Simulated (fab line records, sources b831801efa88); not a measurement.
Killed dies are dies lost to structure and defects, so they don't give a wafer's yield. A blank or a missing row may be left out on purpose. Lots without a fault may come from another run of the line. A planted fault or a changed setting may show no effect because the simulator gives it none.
Which tool did it? | flow gf180mcu | 13 lots, 39 wafers sampled, at 6 steps of a route of 602

WHAT THE GAUGES READ, wafer by wafer
GF_MVSD_TW_MEAS_11.
lot  | measured     | on            | MVSD_TW
L643 | day 4 09:22  | film_metro-04 | 1574 1576 1581
L645 | day 5 01:26  | film_metro-04 | 1573 1570 1567
L646 | day 5 04:41  | film_metro-03 | 1598 1595 1583
L648 | day 5 16:38  | film_metro-04 | 1566 1578 1566
L649 | day 5 23:07  | film_metro-01 | 1580 1579 1572
L651 | day 6 09:08  | film_metro-03 | 1595 1596 1596
L653 | day 6 20:56  | film_metro-03 | 1697 1699 1699 1705 1694 1693
L654 | day 7 02:09  | film_metro-03 | 1581 1575 1578
L655 | day 7 08:11  | film_metro-03 | 1696 1706 1696 1688 1696 1695
L663 | day 9 07:13  | film_metro-03 | 1603 1594 1594
L664 | day 9 10:59  | film_metro-03 | 1603 1601 1593
L665 | day 9 22:23  | film_metro-01 | 1573 1577 1583
L666 | day 10 07:02 | film_metro-01 | 1587 1587 1596

GF_VT_IMPLANT_RS_MEAS_46: measures by four-point-probe.
lot  | measured     | on            | MVSD_RS (ohm/sq)
L643 | day 7 10:27  | film_metro-03 | 456.7 456.3 456.8
L645 | day 8 03:25  | film_metro-04 | 457.5 456.2 456.5
L646 | day 8 08:35  | film_metro-04 | 455.9 457.2 457.2
L648 | day 8 22:41  | film_metro-01 | 458.2 458.4 457.9
L649 | day 9 05:27  | film_metro-04 | 457.4 458.6 458.6
L651 | day 9 18:57  | film_metro-01 | 457.2 456.3 456.2
L653 | day 10 08:25 | film_metro-01 | 409.0 409.2 409.0 409.7 409.3 409.0
L654 | day 10 15:35 | film_metro-04 | 458.4 458.7 457.7
L655 | day 10 21:05 | film_metro-04 | 410.1 408.9 409.1 408.9 409.1 409.8
L663 | day 13 05:40 | film_metro-03 | 458.4 458.1 458.5
L664 | day 13 08:51 | film_metro-04 | 457.0 456.1 457.0
L665 | day 13 23:39 | film_metro-03 | 457.6 456.4 456.5
L666 | day 14 09:52 | film_metro-01 | 459.1 458.7 458.5

GF_M2_THK_MEAS_06: measures by xrf.
lot  | measured     | on            | M2_ALCU_THK (nm)
L643 | day 17 23:31 | film_metro-03 | 441 446 447
L645 | day 18 19:50 | film_metro-02 | 436 443 435
L646 | day 19 05:40 | film_metro-03 | 436 439 435
L648 | day 20 09:45 | film_metro-03 | 441 434 439
L649 | day 20 14:29 | film_metro-02 | 442 433 439
L651 | day 21 09:01 | film_metro-02 | 441 446 441
L654 | day 22 08:10 | film_metro-02 | 430 433 430
L663 | day 25 07:43 | film_metro-02 | 438 444 442
L664 | day 25 10:31 | film_metro-02 | 445 441 440
L665 | day 26 01:57 | film_metro-02 | 433 438 438
L666 | day 26 13:43 | film_metro-02 | 435 437 439

GF_V2_THK_MEAS_01.
lot  | measured     | on            | V2_CVD_00_THK (nm)
L643 | day 19 00:33 | film_metro-01 | 604 600 606
L645 | day 19 20:50 | film_metro-03 | 604 596 594
L646 | day 20 06:43 | film_metro-04 | 592 596 594
L648 | day 21 10:23 | film_metro-03 | 594 592 597
L649 | day 21 14:47 | film_metro-03 | 598 599 602
L651 | day 22 09:19 | film_metro-03 | 607 602 608
L654 | day 23 07:50 | film_metro-03 | 597 605 604
L663 | day 26 05:39 | film_metro-04 | 601 598 597
L664 | day 26 06:49 | film_metro-04 | 603 607 600
L665 | day 26 23:13 | film_metro-04 | 607 597 608
L666 | day 27 10:31 | film_metro-03 | 593 605 595

WHICH TOOL RAN EACH LOT (tool, then ch and the chambers of the sampled wafers, then the start)
lot  | GF_MVSD_IMPLANT_08              | GF_M2_SPUTTER_02
L643 | implanter-04 ch 0, day 4 09:00  | pvd_sputter-03, day 17 23:17
L645 | implanter-04 ch 0, day 5 01:04  | pvd_sputter-01, day 18 19:35
L646 | implanter-04 ch 0, day 5 04:17  | pvd_sputter-03, day 19 05:27
L648 | implanter-04 ch 0, day 5 16:14  | pvd_sputter-04, day 20 09:32
L649 | implanter-04 ch 0, day 5 22:46  | pvd_sputter-01, day 20 14:15
L651 | implanter-01 ch 0, day 6 08:44  | pvd_sputter-04, day 21 08:48
L653 | implanter-01 ch 0, day 6 20:34  | -
L654 | implanter-04 ch 0, day 7 01:46  | pvd_sputter-01, day 22 07:57
L655 | implanter-01 ch 0, day 7 07:47  | -
L663 | implanter-02 ch 0, day 9 06:49  | pvd_sputter-01, day 25 07:25
L664 | implanter-04 ch 0, day 9 10:35  | pvd_sputter-01, day 25 10:15
L665 | implanter-01 ch 0, day 9 21:59  | pvd_sputter-01, day 26 01:44
L666 | implanter-01 ch 0, day 10 06:38 | pvd_sputter-01, day 26 13:29
- GF_MVSD_IMPLANT_08
- GF_M2_SPUTTER_02: material AlCu, target thk 450 nm, time 23.9 s.

WHAT THE TOOLS THEMSELVES READ (means of the sampled wafers that have a number; where no wafer has one, the mark that the record gives instead)
GF_MVSD_IMPLANT_08.
lot  | tool         | dose_ions_cm2 | faraday_current_uA
L643 | implanter-04 | 1.6009e+13    | 90.8
L645 | implanter-04 | 1.5995e+13    | 90.8
L646 | implanter-04 | 1.6006e+13    | 89.5
L648 | implanter-04 | 1.6048e+13    | 91.8
L649 | implanter-04 | 1.6009e+13    | 91.2
L651 | implanter-01 | 1.5985e+13    | 92.1
L653 | implanter-01 | 1.9839e+13    | 112.8
L654 | implanter-04 | 1.6021e+13    | 88.9
L655 | implanter-01 | 1.9847e+13    | 113.5
L663 | implanter-02 | 1.6020e+13    | 91.3
L664 | implanter-04 | 1.6006e+13    | 90.8
L665 | implanter-01 | 1.5972e+13    | 90.2
L666 | implanter-01 | 1.6008e+13    | 89.7

GF_M2_SPUTTER_02.
lot  | tool           | cathode_dc_power_W (W) | throttle_valve_pct (%)
L643 | pvd_sputter-03 | 10601                  | 30.2
L645 | pvd_sputter-01 | 10600                  | 29.2
L646 | pvd_sputter-03 | 10601                  | 30.5
L648 | pvd_sputter-04 | 10598                  | 29.5
L649 | pvd_sputter-01 | 10599                  | 30.3
L651 | pvd_sputter-04 | 10600                  | 29.5
L654 | pvd_sputter-01 | 10598                  | 30.1
L663 | pvd_sputter-01 | 10601                  | 29.9
L664 | pvd_sputter-01 | 10600                  | 29.7
L665 | pvd_sputter-01 | 10602                  | 29.9
L666 | pvd_sputter-01 | 10600                  | 29.8

THE ANSWER, worked out from the rows above alone
Rule: what is usual is taken from the lots themselves. Put in order of their means at a reading, lots are off if they are a third of the lots or fewer, leave a main group of 4 or more, and stand apart from it by a gap of 3 or more times the standard deviation of the main group's means; of several such gaps the widest counts. A main group whose means are all the same, to the digits that the tables above print for the reading, isn't used. A lot without any number at a reading at which 4 lots or more have one is off too. The other lots that the step has rows for count as sound. The gauges are gone through in route order, then the tools' own readings, and for those a lot's mean is taken as printed above. The first step at which some lot is off is used, and at that step the reading that is off furthest; a lot without a number counts as furthest.
Off: L653, L655, at GF_MVSD_TW_MEAS_11 (MVSD_TW). The main group: mean 1584, standard deviation 10.
A tool fits if, at a process step before that reading, it ran every lot that is off, and no sound lot after the first of them. The gauges at GF_MVSD_TW_MEAS_11 aren't tried: what is off there is off at GF_VT_IMPLANT_RS_MEAS_46 too, on other tools, and a gauge's error can't cause that. None of those tried fits.

WHAT THE SIMULATOR HAD PUT IN
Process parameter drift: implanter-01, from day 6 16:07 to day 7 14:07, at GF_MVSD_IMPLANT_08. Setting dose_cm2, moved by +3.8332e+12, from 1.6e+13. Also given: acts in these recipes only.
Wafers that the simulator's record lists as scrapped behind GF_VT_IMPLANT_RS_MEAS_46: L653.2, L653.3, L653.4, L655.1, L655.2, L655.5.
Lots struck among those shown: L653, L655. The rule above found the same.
